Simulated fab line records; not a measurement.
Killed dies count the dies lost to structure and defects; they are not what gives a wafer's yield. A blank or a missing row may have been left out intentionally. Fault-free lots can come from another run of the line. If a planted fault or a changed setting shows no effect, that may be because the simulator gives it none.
Which tool did it? | flow sky130 | Sampling: 11 lots, 33 wafers, 2 of 708 route steps

== WHAT THE GAUGES SHOWED, per wafer ==
SKY_CAP2M_RS_MEAS_03: the measuring method here is four-point-probe.
lot  | measured     | on           | CAP2M_TIN_RS (ohm/sq)
L692 | day 40 16:48 | filmMetro-01 | 6.95 6.99 7.09
L693 | day 41 03:19 | filmMetro-02 | 6.91 6.87 6.81
L694 | day 41 12:47 | filmMetro-03 | 6.87 6.72 6.83
L696 | day 41 21:04 | filmMetro-01 | 6.91 6.93 6.77
L698 | day 42 14:50 | filmMetro-03 | 6.88 6.84 6.91
L701 | day 45 00:31 | filmMetro-03 | 6.87 6.85 6.94
L703 | day 45 02:18 | filmMetro-01 | 6.95 6.90 6.92
L706 | day 45 07:31 | filmMetro-01 | 6.84 6.86 6.90
L709 | day 45 13:50 | filmMetro-03 | 6.94 6.87 6.96
L710 | day 46 00:10 | filmMetro-01 | 6.91 6.87 6.95
L711 | day 46 04:37 | filmMetro-03 | 7.00 6.99 7.06

== WHICH TOOL RAN EACH LOT (tool, then ch and the chambers of the sampled wafers, then the start) ==
lot  | SKY_METAL4_SPUTTER_02
L692 | pvdSputter-01, day 40 16:26
L693 | pvdSputter-01, day 41 03:00
L694 | pvdSputter-04, day 41 12:29
L696 | pvdSputter-03, day 41 20:47
L698 | pvdSputter-01, day 42 14:32
L701 | pvdSputter-01, day 45 00:11
L703 | pvdSputter-01, day 45 01:59
L706 | pvdSputter-01, day 45 07:13
L709 | pvdSputter-03, day 45 13:32
L710 | pvdSputter-04, day 45 23:53
L711 | pvdSputter-03, day 46 04:15
- SKY_METAL4_SPUTTER_02: material AlCu, target thk 735 nm, time 39.1 s.

== WHAT THE TOOLS THEMSELVES READ (means of the sampled wafers that have a number; where no wafer has one, the mark that the record gives instead) ==
SKY_METAL4_SPUTTER_02.
lot  | tool          | throttleValvePct (%)
L692 | pvdSputter-01 | 29.1
L693 | pvdSputter-01 | 29.4
L694 | pvdSputter-04 | 29.7
L696 | pvdSputter-03 | 29.0
L698 | pvdSputter-01 | 29.1
L701 | pvdSputter-01 | 28.8
L703 | pvdSputter-01 | 28.5
L706 | pvdSputter-01 | 29.2
L709 | pvdSputter-03 | 28.8
L710 | pvdSputter-04 | 29.6
L711 | pvdSputter-03 | 30.4

== THE ANSWER, worked out from the rows above alone ==
Rule: usual is defined by the lots themselves. The widest of any qualifying gaps counts: lots, ordered by their means at a reading, are off when they make up no more than a third of the lots, leave a main group of 4 or more, and stand apart from it by 3 or more times the standard deviation of that group's means. A main group whose means are all the same, to the digits that the tables above print for the reading, isn't used. A lot without any number at a reading at which 4 lots or more have one is off too. The other lots that the step has rows for count as sound. First the gauges in route order, then the tools' own readings, where a lot's mean is used as printed above. At the first step where some lot is off, the reading lying furthest off is the one used; lots without a number count as furthest.
No lot is off at any reading shown: from this, nothing can be told.

== WHAT THE SIMULATOR HAD PUT IN ==
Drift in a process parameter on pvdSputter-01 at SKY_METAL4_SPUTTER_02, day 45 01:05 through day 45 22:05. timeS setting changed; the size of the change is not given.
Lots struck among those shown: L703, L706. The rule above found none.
